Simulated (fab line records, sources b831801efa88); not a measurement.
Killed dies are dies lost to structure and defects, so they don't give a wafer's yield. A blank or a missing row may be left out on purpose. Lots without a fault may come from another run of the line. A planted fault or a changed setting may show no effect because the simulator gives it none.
fab line records | flow sky130
record lots=12 wafers=36 last_day=50
route steps=708 shown VIA3@586 CAP2M@603 METAL4@631
lots that met no fault: from a run of the same line without faults
start_h: hours from the record's first day to the start of the lot's first wafer shown | wait_h: hours since the lot's step before | " the same as in the row above | L1.1+2: a row that stands for several wafers | - no value, or no start given | * or withheld: withheld | < > ~ a bound
route shown NAME@n: a module of which the file shows steps, and the number in the route of the first | usual: mean/standard deviation of fault-free wafers | same: alike in all rows | chamber/n: place in a boat | sites: the reading at each site | _std_site: their standard deviation | _edge_site: outer sites' mean less inner sites' | radius_mm: how far each site lies from the wafer's centre | mask NAME#n: copy n | behind: the tool/chamber that last shaped the wafer | hold: why the lot was held/for how many hours/how that ended | device: the transistor (n, p or np) that didn't switch | end of line: the same wafers' tests at the end of the route | a step without rows: its recipe alone | killed: dies lost to structure and defects at the first sort, not the wafer's yield | map: a wafer's dies, x killed, . not, _ none there
set.NAME: the setting as run; set.NAME@STEP: as run at that earlier step | model.NAME: the simulator's own value behind a step, which no gauge read
steps of the route over a sample of lots; a table a step, a row a wafer
services: from which hour (start_h, from the record's first day; less than 0 if before it) a tool's chamber was out of use, for how many hours, and why
## steps
# step SKY_VIA3_OVL_MEAS_13
# usual VIA3_OVL=4/6
# columns lot.wafer tool chamber start_h wait_h VIA3_OVL[nm]
L921.1 overlay-01 - 941.01 0.1 -9
L921.5 " - " " -1
L921.6 " - " " -5
L923.1 overlay-01 - 965.64 0.1 0
L923.4 " - " " 6
L923.5 " - " " 4
L925.1 overlay-02 - 967.21 0.1 9
L925.4 " - " " 4
L925.5 " - " " 15
L926.1 overlay-02 - 991.32 0.1 8
L926.3 " - " " 10
L926.5 " - " " 8
L927.3 overlay-01 - 999.93 0.1 7
L927.4 " - " " 7
L927.6 " - " " 9
L929.1 overlay-02 - 1007.81 0.1 -2
L929.4 " - " " -4
L929.6 " - " " -3
L932.2 overlay-02 - 1021.67 0.1 12
L932.4 " - " " 6
L932.6 " - " " 3
L936.1 overlay-01 - 1057.54 0.1 -2
L936.2 " - " " -4
L936.4 " - " " -4
L935.2 overlay-01 - 1060.00 0.1 11
L935.3 " - " " 15
L935.4 " - " " 18
L938.2 overlay-01 - 1063.32 0.1 4
L938.3 " - " " 2
L938.5 " - " " 1
L939.3 overlay-02 - 1064.78 0.1 9
L939.4 " - " " 15
L939.6 " - " " 10
L940.1 overlay-02 - 1078.97 0.1 -2
L940.4 " - " " -1
L940.6 " - " " -7
# step SKY_CAP2M_CVD_00
# recipe material=SiO2 target_thk_nm=15.5 temp_c=400 time_s=withheld rf_w=450
# usual heater_power_w=732/98
# columns lot.wafer tool chamber start_h wait_h heater_power_w
L921.1 pecvd-04 0 943.05 0.0 716
L921.5 " 2 " " 714
L921.6 " 0 " " 705
L923.1 pecvd-02 0 967.28 0.0 674
L923.4 " 1 " " 783
L923.5 " 2 " " 665
L925.1 pecvd-04 0 968.80 0.0 621
L925.4 " 2 " " 774
L925.5 " 0 " " 615
L926.1 pecvd-04 0 992.93 0.0 661
L926.3 " 1 " " 626
L926.5 " 0 " " 653
L927.3 pecvd-01 1 1001.53 0.0 752
L927.4 " 2 " " 649
L927.6 " 0 " " 913
L929.1 pecvd-01 1 1009.89 0.0 856
L929.4 " 2 " " 697
L929.6 " 1 " " 840
L932.2 pecvd-02 0 1023.23 0.0 760
L932.4 " 0 " " 749
L932.6 " 2 " " 675
L936.1 pecvd-04 1 1059.13 0.0 603
L936.2 " 0 " " 688
L936.4 " 0 " " 688
L935.2 pecvd-02 1 1061.62 0.0 826
L935.3 " 0 " " 757
L935.4 " 1 " " 806
L938.2 pecvd-01 0 1065.06 0.0 904
L938.3 " 2 " " 663
L938.5 " 0 " " 937
L939.3 pecvd-02 0 1067.16 0.0 779
L939.4 " 1 " " 688
L939.6 " 2 " " 581
L940.1 pecvd-01 1 1080.56 0.0 837
L940.4 " 0 " " 874
L940.6 " 1 " " 818
# step SKY_CAP2M_STRIP_14
# recipe chemistry=O2/N2 power_w=1400 pressure_mtorr=1500 platen_temp_c=withheld o2_flow_sccm=3000 n2_flow_sccm=300 overash_fraction=0.5
# usual drypump_motor_current_A=5.6/0.41 o2_flow_sccm=3000/8 oes_product_au=0.710/0.0042 strip_time_to_endpoint_s=12.66/0.041
# columns lot.wafer tool chamber start_h wait_h drypump_motor_current_A o2_flow_sccm oes_product_au rf_hours_counter_h strip_time_to_endpoint_s
L921.1 plasma_asher-02 1 967.66 0.1 5.0 2991 0.710 16 12.69
L921.5 " 1 " " 5.0 3001 0.710 - 12.67
L921.6 " 0 " " 5.2 3000 0.713 - 12.67
L923.1 plasma_asher-01 1 992.26 0.1 5.7 3005 0.715 87 12.68
L923.4 " 1 " " 5.6 2994 0.707 - 12.69
L923.5 " 1 " " 5.7 2990 0.711 - 12.59
L925.1 plasma_asher-03 0 993.68 0.1 5.7 3010 0.703 117 12.65
L925.4 " 1 " " 6.2 2987 0.711 - 12.67
L925.5 " 0 " " 5.6 3002 0.712 - 12.64
L926.1 plasma_asher-02 0 1016.06 0.1 5.2 3004 0.712 21 12.63
L926.3 " 1 " " 5.0 3004 0.710 - 12.61
L926.5 " 1 " " 5.0 2994 0.709 - 12.63
L927.3 plasma_asher-03 1 1024.54 0.1 6.2 2998 0.707 - 12.65
L927.4 " 0 " " 5.7 2996 0.707 - 12.67
L927.6 " 1 " " 6.2 3006 0.715 - 12.70
L929.1 plasma_asher-03 0 1032.20 0.1 5.7 2992 0.718 121 12.69
L929.4 " 0 " " 5.7 2998 0.715 - 12.71
L929.6 " 0 " " 5.7 2994 0.714 - 12.68
L932.2 plasma_asher-02 0 1045.32 0.1 5.2 3000 0.704 23 12.62
L932.4 " 0 " " 5.2 2988 0.714 - 12.64
L932.6 " 1 " " 5.0 3000 0.707 - 12.61
L936.1 plasma_asher-02 1 1080.90 0.1 5.0 2993 0.710 26 12.66
L936.2 " 0 " " 5.2 3008 0.709 26 12.63
L936.4 " 1 " " 5.0 2993 0.704 - 12.67
L935.2 plasma_asher-02 1 1083.15 0.1 5.0 3610 0.706 26 12.61
L935.3 " 0 " " 5.2 3586 0.718 - 12.53
L935.4 " 1 " " 5.0 3609 0.714 - 12.53
L938.2 plasma_asher-02 1 1086.16 0.1 5.0 3596 0.716 27 12.55
L938.3 " 1 " " 5.0 3611 0.716 - 12.56
L938.5 " 1 " " 5.0 3602 0.714 - 12.57
L939.3 plasma_asher-03 1 1088.09 0.1 6.2 2996 0.716 - 12.62
L939.4 " 0 " " 5.7 3000 0.712 - 12.66
L939.6 " 1 " " 6.2 2992 0.716 - 12.65
L940.1 plasma_asher-02 1 1101.50 0.1 5.0 3610 0.714 28 12.61
L940.4 " 0 " " 5.2 3613 0.709 - 12.62
L940.6 " 0 " " 5.2 3600 0.710 - 12.55
# step SKY_METAL4_DESCUM_15
# recipe chemistry=O2 source_power_w=150 bias_power_w=0 pressure_mtorr=10 temp_c=40 time_s=8
# usual drypump_motor_current_A=5.7/0.48 oes_product_au=0.994/0.011
# columns lot.wafer tool chamber start_h wait_h drypump_motor_current_A oes_product_au rf_hours_counter_h
L921.1 rie_metal-03 0 992.99 0.0 5.7 0.998 9
L921.5 " 0 " " 5.8 1.004 -
L921.6 " 1 " " 5.4 0.994 -
L923.1 rie_metal-01 0 1016.17 0.0 5.1 0.987 20
L923.4 " 1 " " 6.2 0.983 -
L923.5 " 1 " " 6.3 0.980 -
L925.1 rie_metal-03 0 1017.67 0.0 5.7 1.015 10
L925.4 " 0 " " 5.8 1.006 -
L925.5 " 1 " " 5.5 0.995 -
L926.1 rie_metal-03 0 1039.30 0.0 5.7 0.999 12
L926.3 " 0 " " 5.7 1.000 -
L926.5 " 1 " " 5.5 0.995 -
L927.3 rie_metal-01 1 1047.20 0.0 6.3 0.979 -
L927.4 " 0 " " 5.1 0.991 -
L927.6 " 1 " " 6.3 0.986 -
L929.1 rie_metal-02 1 1055.60 0.0 6.5 1.015 15
L929.4 " 0 " " 5.4 0.988 -
L929.6 " 0 " " 5.4 0.987 -
L932.2 rie_metal-02 0 1067.98 0.0 5.4 0.991 13
L932.4 " 0 " " 5.4 0.971 -
L932.6 " 1 " " 6.5 1.013 -
L936.1 rie_metal-03 1 1102.05 0.0 5.5 0.995 14
L936.2 " 0 " " 5.7 1.011 16
L936.4 " 0 " " 5.8 1.007 -
L935.2 rie_metal-03 1 1104.59 0.0 5.4 0.989 14
L935.3 " 0 " " 5.7 1.008 -
L935.4 " 1 " " 5.4 0.993 -
L938.2 rie_metal-01 0 1107.01 0.0 5.1 0.992 26
L938.3 " 0 " " 5.1 0.994 -
L938.5 " 0 " " 5.1 0.998 -
L939.3 rie_metal-01 1 1109.14 0.0 6.2 0.976 -
L939.4 " 0 " " 5.1 0.992 -
L939.6 " 0 " " 5.1 0.991 -
L940.1 rie_metal-01 0 1122.35 0.0 5.1 0.993 27
L940.4 " 0 " " 5.1 0.989 -
L940.6 " 0 " " 5.1 0.996 -
## services
# columns tool chamber start_h hours kind
pecvd-02 2 942.72 2.1 scheduled_down
pecvd-02 0 950.60 2.1 scheduled_down
pecvd-01 2 953.45 14.2 repair
rie_metal-01 0 962.68 7.9 repair
plasma_asher-01 - 964.50 1.1 repair
plasma_asher-03 - 965.68 0.8 repair
pecvd-01 2 967.64 2.1 scheduled_down
rie_metal-01 - 1003.06 2.8 pm
pecvd-02 2 1003.34 6.2 repair
pecvd-02 - 1004.72 1.4 repair
plasma_asher-02 - 1016.98 9.5 repair
rie_metal-01 0 1017.56 19.1 repair
pecvd-01 0 1053.06 6.2 repair
plasma_asher-03 - 1055.25 9.0 pm
plasma_asher-03 0 1055.25 9.0 vent_cycle
plasma_asher-03 1 1055.25 9.0 vent_cycle
plasma_asher-03 - 1056.17 1.4 repair
pecvd-01 - 1056.93 6.0 repair
plasma_asher-03 0 1064.25 - clean
plasma_asher-03 1 1064.25 - clean
plasma_asher-02 - 1077.56 1.5 repair
pecvd-01 2 1091.06 1.8 repair
pecvd-02 0 1096.95 11.4 repair
pecvd-01 - 1099.27 1.2 repair
## key
first_sign step=SKY_CAP2M_STRIP_14 reading=o2_flow_sccm direction=up sigmas=76 usual=3000 struck=3604
effect step=SKY_CAP2M_STRIP_14 reading=strip_time_to_endpoint_s direction=down sigmas=2.1 usual=* struck=*
met_at SKY_CAP2M_STRIP_14
struck_lots L935,L938,L940
not_acting_at SKY_VIA3_OVL_MEAS_13,SKY_CAP2M_CVD_00,SKY_METAL4_DESCUM_15
onset_between 1080.90 1083.15
fault kind=process_parameter_drift tool=plasma_asher-02 chamber=- onset_h=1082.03 steps=SKY_CAP2M_STRIP_14 channel=o2_flow_sccm offset=600 shape=step end_h=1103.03 acts_in=these_recipes_only stated=3000
